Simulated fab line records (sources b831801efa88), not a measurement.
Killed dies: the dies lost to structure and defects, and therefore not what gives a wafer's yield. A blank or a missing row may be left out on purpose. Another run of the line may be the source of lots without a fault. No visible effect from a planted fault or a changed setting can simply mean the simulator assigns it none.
Which tool did it?    flow gf180mcu    13 lots, 39 wafers sampled, at 5 steps of a route of 602

## WHAT EACH GAUGE READ, for each wafer
GF_VT_IMPLANT_TW_MEAS_43. Usual: VT_IMPLANT_4_TW gives 694 (standard deviation 3.7).
lot   measured      on             VT_IMPLANT_4_TW  flag
L605  day 7 10:39   film-metro-01  691 692 692      
L608  day 8 08:55   film-metro-01  692 695 689      
L611  day 9 03:34   film-metro-03  693 695 697      
L614  day 10 07:19  film-metro-01  694 699 697      
L615  day 10 17:43  film-metro-04  694 697 697      
L616  day 10 16:29  film-metro-04  698 699 698      
L617  day 11 00:47  film-metro-01  697 699 694      
L619  day 11 15:01  film-metro-03  703 699 700      
L620  day 11 23:07  film-metro-01  743 743 742      OFF
L622  day 12 12:23  film-metro-01  689 694 694      
L623  day 12 18:32  film-metro-01  744 744 740      OFF
L624  day 12 20:51  film-metro-03  753 752 744      OFF
L627  day 13 19:37  film-metro-01  688 692 693      

GF_POLY_GATE_CD_MEAS_10: the cd target is 280 nm. Usual: cd-nm 280.1 nm, standard deviation 1.1.
lot   measured      on         cd-nm (nm)         flag
L605  day 9 02:22   cd-sem-02  279.8 277.2 278.4  
L608  day 10 01:06  cd-sem-01  279.2 280.6 280.1  
L611  day 10 21:02  cd-sem-01  279.6 280.0 279.3  
L614  day 12 02:25  cd-sem-01  280.5 281.7 280.7  
L615  day 12 14:40  cd-sem-01  279.3 280.4 280.8  
L616  day 12 10:46  cd-sem-02  280.8 280.5 279.8  
L617  day 12 20:26  cd-sem-01  280.3 280.1 279.1  
L619  day 13 12:43  cd-sem-01  280.7 280.4 280.6  
L620  day 13 22:53  cd-sem-01  280.0 280.7 280.5  
L622  day 14 10:49  cd-sem-02  279.1 279.8 280.1  
L623  day 14 17:09  cd-sem-01  280.2 280.5 281.0  
L624  day 15 00:11  cd-sem-02  280.2 280.0 279.7  
L627  day 15 20:19  cd-sem-01  278.8 279.9 279.6  

GF_CONTACT_BOW_MEAS_05. Usual: CONTACT_BOW gives 65 um (standard deviation 7.6).
lot   measured      on             CONTACT_BOW (um)  flag
L605  day 15 02:46  film-metro-03  65 58 57          
L608  day 16 07:14  film-metro-03  67 71 66          
L611  day 17 06:36  film-metro-03  66 73 63          
L614  day 18 17:40  film-metro-04  55 69 67          
L615  day 19 08:05  film-metro-04  62 52 50          
L616  day 19 06:07  film-metro-02  77 62 68          
L617  day 19 15:02  film-metro-03  71 69 75          
L619  day 20 10:52  film-metro-04  64 59 81          
L620  day 21 02:52  film-metro-02  53 72 59          
L622  day 21 13:32  film-metro-02  55 62 52          
L623  day 21 20:16  film-metro-02  72 78 60          
L624  day 22 04:42  film-metro-03  55 58 76          
L627  day 23 02:40  film-metro-04  63 67 79          

## TOOL THAT RAN EACH LOT (tool first, then ch and the chambers of the sampled wafers, then the start)
lot   GF_STI_CMP_25                 GF_VT_IMPLANT_IMPLANT_41
L605  cmp-02 ch 0,1, day 2 03:42    implanter-03 ch 0, day 7 10:24
L608  cmp-01 ch 0,2, day 2 20:11    implanter-03 ch 0, day 8 08:40
L611  cmp-01 ch 1,2,3, day 3 10:24  implanter-04 ch 0, day 9 03:20
L614  cmp-02 ch 2,3, day 4 05:02    implanter-03 ch 0, day 10 07:06
L615  cmp-02 ch 1,2, day 4 11:46    implanter-04 ch 0, day 10 17:29
L616  cmp-02 ch 0,1,2, day 4 15:52  implanter-02 ch 0, day 10 16:17
L617  cmp-02 ch 1,2,3, day 4 21:03  implanter-04 ch 0, day 11 00:34
L619  cmp-01 ch 1,2, day 5 07:42    implanter-03 ch 0, day 11 14:47
L620  cmp-01 ch 0,1,3, day 5 13:25  implanter-03 ch 0, day 11 22:53
L622  cmp-02 ch 0,3, day 5 20:31    implanter-02 ch 0, day 12 12:10
L623  cmp-01 ch 1,2,3, day 6 03:04  implanter-03 ch 0, day 12 18:17
L624  cmp-01 ch 0,3, day 6 04:37    implanter-03 ch 0, day 12 20:36
L627  cmp-01 ch 2,3, day 6 23:11    implanter-04 ch 0, day 13 19:23
- GF_STI_CMP_25: polishes, stops on Si3N4, t overpolish 33 s, target thk 524.6 nm.
- GF_VT_IMPLANT_IMPLANT_41

## AS READ BY THE TOOLS THEMSELVES (means over the sampled wafers that have a number; for cases with no such wafer, the mark the record gives instead)
GF_STI_CMP_25. Usual: motor-current-A 12.8 A, standard deviation 1.5; overpolish-run-s 32.999 s, standard deviation 0.0095; retaining-ring-pressure-frac 1.000, standard deviation 0.0049; time-to-endpoint-s 122 s, standard deviation 5.1.
lot   tool    motor-current-A (A)  overpolish-run-s (s)  retaining-ring-pressure-frac  time-to-endpoint-s (s)  flag
L605  cmp-02  12.6                 32.998                1.001                         129                     
L608  cmp-01  13.4                 33.008                1.000                         127                     
L611  cmp-01  13.4                 32.996                1.001                         121                     
L614  cmp-02  11.9                 33.000                1.002                         122                     
L615  cmp-02  12.2                 32.989                1.000                         120                     
L616  cmp-02  12.4                 33.003                0.998                         123                     
L617  cmp-02  12.1                 33.012                0.999                         118                     
L619  cmp-01  13.3                 33.003                0.999                         121                     
L620  cmp-01  12.4                 33.004                1.003                         115                     
L622  cmp-02  12.3                 32.993                1.001                         119                     
L623  cmp-01  13.5                 32.997                1.004                         121                     
L624  cmp-01  13.8                 32.994                0.997                         125                     
L627  cmp-01  14.4                 32.995                0.997                         119                     

GF_VT_IMPLANT_IMPLANT_41. Usual: beam-energy-keV 70.000, standard deviation 0.022; end-station-pressure-torr 5.01e-06 Torr, standard deviation 2.5e-07.
lot   tool          beam-energy-keV  end-station-pressure-torr (Torr)  flag
L605  implanter-03  70.002           4.99e-06                          
L608  implanter-03  69.955           4.97e-06                          
L611  implanter-04  69.996           4.93e-06                          
L614  implanter-03  70.012           5.13e-06                          
L615  implanter-04  69.999           4.93e-06                          
L616  implanter-02  69.980           5.06e-06                          
L617  implanter-04  69.999           5.10e-06                          
L619  implanter-03  70.016           5.10e-06                          
L620  implanter-03  88.936           4.69e-06                          OFF
L622  implanter-02  69.998           4.95e-06                          
L623  implanter-03  88.935           5.17e-06                          OFF
L624  implanter-03  88.906           4.98e-06                          OFF
L627  implanter-04  70.021           4.77e-06                          

## THE ANSWER, worked out from the rows above alone
Rule: a lot is off if the mean of its wafers that have a number lies more than 3 standard deviations from the usual mean. Also off: a lot with no number at a reading for which 4 or more lots have one. Where the step has rows for the other lots, those lots are counted as sound. After the gauges, taken in route order, come the tools' own readings; for these a lot's mean is taken, as printed above. At the first step where some lot is off, the reading lying furthest off is the one used; lots without a number count as furthest.
Off: L620, L623, L624, at GF_VT_IMPLANT_TW_MEAS_43 (VT_IMPLANT_4_TW).
If a tool, at a process step before that reading, ran all the lots that are off and no sound lot after the first of them, it fits. Not tried: the gauges at GF_VT_IMPLANT_TW_MEAS_43; whatever is off there is also off at GF_VT_IMPLANT_IMPLANT_41, on other tools, and gauge error can't account for it. One fits: implanter-03 at GF_VT_IMPLANT_IMPLANT_41. A fault onset in the window from L619 (day 11 14:47, its last sound lot) to L620 (day 11 22:53, its first lot off) fits.
The tool's own readings at GF_VT_IMPLANT_IMPLANT_41 bear it out: on the lots that are off they differ by more than 5 times the standard deviation of the sound lots' means. beam-energy-keV reads 88.926 there against 69.998 on the sound lots.

## WHAT THE SIMULATOR HAD INSERTED
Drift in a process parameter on implanter-03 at GF_VT_IMPLANT_IMPLANT_41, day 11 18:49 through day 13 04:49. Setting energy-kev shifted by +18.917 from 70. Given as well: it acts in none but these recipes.
Lots struck among those shown: L620, L623, L624. The same result came from the rule above.
